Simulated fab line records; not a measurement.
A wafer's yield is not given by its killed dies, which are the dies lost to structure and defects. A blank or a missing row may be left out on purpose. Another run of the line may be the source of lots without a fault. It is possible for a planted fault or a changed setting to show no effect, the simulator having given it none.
Chamber matching	flow sky130	SKY_VIA2_CMP_24 on cmp-01: 4 sister chambers
The step polishes, stops on SiO2, t overpolish 20 s, target thk 0 nm. 30 wafers are shown with their chamber, then 12 later ones without.

== WAFERS PAIRED WITH THEIR CHAMBERS ==
wafer	chamber	motorCurrentA (A)	timeToEndpointS (s)	overpolishRunS (s)
L074.2	2	12.1	96	19.996
L074.3	3	11.2	100	19.999
L074.6	0	13.5	97	19.999
L075.4	1	11.7	97	19.999
L075.5	3	12.2	97	20.003
L075.6	0	14.4	97	19.996
L077.4	3	11.9	102	20.004
L077.5	0	13.8	104	19.983
L077.6	1	11.3	102	19.996
L078.3	3	12.0	98	19.998
L078.4	2	12.0	104	19.991
L078.6	2	12.8	101	20.000
L079.4	0	13.8	95	20.015
L079.5	1	11.2	98	20.002
L079.6	2	12.4	100	20.002
L080.1	0	13.7	105	20.007
L080.4	3	11.1	107	20.008
L080.5	3	12.3	107	20.011
L082.3	0	14.1	101	20.003
L082.5	1	11.4	97	19.998
L082.6	0	13.9	101	20.014
L087.2	2	11.4	103	20.001
L087.4	1	11.5	101	19.998
L087.6	2	12.1	101	20.016
L088.2	1	11.8	103	20.008
L088.3	2	12.3	109	20.011
L088.6	2	12.5	107	19.988
L089.2	1	11.4	101	19.993
L089.5	1	10.9	101	20.000
L089.6	2	11.6	102	19.993

SIGNATURES (averages over the wafers above)
reading	chamber 0	chamber 1	chamber 2	chamber 3	scatter within a chamber
motorCurrentA	13.886	11.400	12.133	11.783	0.387
timeToEndpointS	100.00	100.00	102.56	101.83	3.6
overpolishRunS	20.00243	19.99925	19.99978	20.00383	0.00804
Rule: for a wafer and a chamber, the distance is found by dividing, reading by reading, the gap between the wafer's reading and the chamber's mean by the reading's scatter, squaring, summing and taking the root. The wafer belongs to the nearest chamber; if the next one is less than 2 further off, it can't be placed. The scatter is the square root of a quotient: the sum, over the shown wafers, of each reading's squared deviation from its chamber's mean, divided by wafers minus chambers.

== WAFERS WITHOUT THEIR CHAMBER ==
wafer	motorCurrentA (A)	timeToEndpointS (s)	overpolishRunS (s)
L093.2	12.1	100	20.012
L093.3	12.0	100	19.995
L093.6	14.2	99	19.996
L094.1	11.7	108	20.008
L094.2	11.5	103	20.004
L094.3	13.8	106	19.989
L095.1	12.2	103	19.985
L095.5	11.9	98	20.009
L095.6	14.6	97	20.012
L097.1	13.4	97	20.009
L097.4	12.3	102	20.003
L097.5	11.4	95	20.000

== THE CHAMBER EACH PASSED THROUGH ==
wafer	from the rows above	in truth
L093.2	can't be placed: 3 or 2 or 1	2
L093.3	can't be placed: 2 or 3 or 1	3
L093.6	0	0
L094.1	can't be placed: 3 or 2 or 1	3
L094.2	can't be placed: 3 or 1 or 2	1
L094.3	0	0
L095.1	can't be placed: 2 or 3 or 1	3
L095.5	can't be placed: 3 or 2 or 1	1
L095.6	0	0
L097.1	0	0
L097.4	can't be placed: 2 or 3 or 1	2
L097.5	can't be placed: 1 or 3 or 2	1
4 of 12 placed correctly. Can't be placed from these rows: 8 (the true chamber is among the candidates in 8). Wrongly placed: 0.
